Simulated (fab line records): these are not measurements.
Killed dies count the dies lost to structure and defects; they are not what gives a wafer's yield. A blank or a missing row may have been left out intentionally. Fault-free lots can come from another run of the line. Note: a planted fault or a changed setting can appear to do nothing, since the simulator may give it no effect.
The tool behind it: which one?    flow sky130    21 wafers from 7 lots sampled at 2 of the route's 708 steps

WHAT THE GAUGES READ, wafer by wafer
SKY_GATE_OXIDE_TW_MEAS_14.
lot   measured      on             GATE_OXIDE_TW
L167  day 13 22:59  film_metro-03  226.8 226.6 226.8
L173  day 16 01:25  film_metro-02  225.4 224.8 224.8
L178  day 18 05:41  film_metro-02  233.8 234.2 233.0
L181  day 18 20:40  film_metro-01  221.4 220.0 220.1
L184  day 19 20:47  film_metro-02  223.6 223.3 224.7
L187  day 21 11:08  film_metro-01  220.1 219.5 219.3
L189  day 22 18:58  film_metro-01  221.3 220.0 220.9

WHICH TOOL RAN EACH LOT (tool, then ch and the chambers of the sampled wafers, then the start)
lot   SKY_GATE_OXIDE_IMPLANT_11
L167  implanter-03 ch 0, day 13 22:38
L173  implanter-03 ch 0, day 16 01:04
L178  implanter-03 ch 0, day 18 05:21
L181  implanter-01 ch 0, day 18 20:20
L184  implanter-04 ch 0, day 19 20:26
L187  implanter-01 ch 0, day 21 10:47
L189  implanter-04 ch 0, day 22 18:37
- SKY_GATE_OXIDE_IMPLANT_11

THE ANSWER, worked out from the rows above alone
Rule: the lots themselves supply what counts as usual. The widest of any qualifying gaps counts: lots, ordered by their means at a reading, are off when they make up no more than a third of the lots, leave a main group of 4 or more, and stand apart from it by 3 or more times the standard deviation of that group's means. A main group whose means are all the same, to the digits that the tables above print for the reading, isn't used. Also off: a lot with no number at a reading for which 4 or more lots have one. Any other lot the step has rows for is counted as sound.
No lot is off at any reading shown: from this, nothing can be told.

WHAT WAS PUT IN BY THE SIMULATOR
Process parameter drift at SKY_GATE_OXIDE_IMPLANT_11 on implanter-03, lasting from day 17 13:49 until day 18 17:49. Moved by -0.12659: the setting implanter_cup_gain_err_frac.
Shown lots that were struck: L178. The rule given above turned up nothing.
